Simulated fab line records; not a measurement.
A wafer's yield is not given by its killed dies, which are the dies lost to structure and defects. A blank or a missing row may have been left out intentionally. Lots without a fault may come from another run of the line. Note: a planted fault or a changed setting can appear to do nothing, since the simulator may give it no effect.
Which tool is to blame? ; flow sky130 ; 14 lots with 42 wafers sampled at 2 steps, on a route of 708 steps

WHAT THE GAUGES READ, wafer by wafer
SKY_SD_P_TW_MEAS_11. Usual: for SD_P_TW the level is 2818 and the standard deviation is 18.
lot;measured;on;SD_P_TW;flag
L155;day 25 03:32;film-metro-01;2788 2764 2785;
L158;day 26 19:34;film-metro-02;2828 2846 2833;
L159;day 27 03:04;film-metro-02;2815 2815 2853;
L168;day 30 02:06;film-metro-02;2821 2821 2819;
L169;day 30 06:58;film-metro-01;2818 2811 2805;
L170;day 30 09:26;film-metro-01;2812 2797 2794;
L171;day 30 19:46;film-metro-01;2812 2809 2794;
L172;day 31 02:19;film-metro-01;2802 2775 2780;
L173;day 31 16:41;film-metro-03;2845 2844 2843;
L174;day 32 13:46;film-metro-01;2806 2793 2798;
L176;day 32 23:07;film-metro-02;2830 2806 2827;
L177;day 32 23:25;film-metro-02;2811 2821 2820;
L175;day 33 03:01;film-metro-02;2833 2816 2820;
L178;day 33 06:35;film-metro-03;2839 2851 2840;

TOOL THAT RAN EACH LOT (tool first, then ch and the chambers of the sampled wafers, then the start)
lot;SKY_SD_P_STRIP_10
L155;plasma-asher-03 ch 0,1, day 25 03:25
L158;plasma-asher-03 ch 0,1, day 26 19:28
L159;plasma-asher-03 ch 0,1, day 27 02:58
L168;plasma-asher-02 ch 0,1, day 30 02:01
L169;plasma-asher-02 ch 0,1, day 30 06:52
L170;plasma-asher-03 ch 0,1, day 30 09:19
L171;plasma-asher-04 ch 0,1, day 30 19:40
L172;plasma-asher-04 ch 0, day 31 02:13
L173;plasma-asher-04 ch 0,1, day 31 16:34
L174;plasma-asher-03 ch 0,1, day 32 13:40
L176;plasma-asher-02 ch 0,1, day 32 23:01
L177;plasma-asher-03 ch 0, day 32 23:19
L175;plasma-asher-03 ch 0,1, day 33 02:55
L178;plasma-asher-03 ch 0,1, day 33 06:28
- SKY_SD_P_STRIP_10: strips in O2/N2.

AS READ BY THE TOOLS THEMSELVES (means over the sampled wafers that have a number; for cases with no such wafer, the mark the record gives instead)
SKY_SD_P_STRIP_10. Usual: drypump-motor-current-A 5.8 A, standard deviation 0.53; oes-product-au 0.617 a.u., standard deviation 0.0041; strip-time-to-endpoint-s 17.50 s, standard deviation 0.045.
lot;tool;drypump-motor-current-A (A);oes-product-au (a.u.);strip-time-to-endpoint-s (s);flag
L155;plasma-asher-03;5.4;0.615;17.55;
L158;plasma-asher-03;5.4;0.618;17.50;
L159;plasma-asher-03;5.5;0.618;17.46;
L168;plasma-asher-02;5.7;0.618;17.51;
L169;plasma-asher-02;5.8;0.614;17.49;
L170;plasma-asher-03;5.8;0.619;17.46;
L171;plasma-asher-04;5.8;0.621;17.52;
L172;plasma-asher-04;6.6;0.615;17.49;
L173;plasma-asher-04;5.8;0.615;17.52;
L174;plasma-asher-03;5.8;0.617;17.52;
L176;plasma-asher-02;5.7;0.616;17.54;
L177;plasma-asher-03;6.1;0.616;17.54;
L175;plasma-asher-03;5.8;0.619;17.38;
L178;plasma-asher-03;5.4;0.616;17.54;

THE ANSWER, worked out from the rows above alone
Rule: lot off if the mean of its wafers having a number is beyond 3 standard deviations from the usual mean. A lot without any number at a reading at which 4 lots or more have one is off too. Any other lot the step has rows for is counted as sound. First the gauges in route order, then the tools' own readings, where a lot's mean is used as printed above. The first step at which some lot is off is used, and at that step the reading that is off furthest; a lot without a number counts as furthest.
None of the lots is off at any reading shown; this tells nothing.

WHAT THE SIMULATOR HAD PUT IN
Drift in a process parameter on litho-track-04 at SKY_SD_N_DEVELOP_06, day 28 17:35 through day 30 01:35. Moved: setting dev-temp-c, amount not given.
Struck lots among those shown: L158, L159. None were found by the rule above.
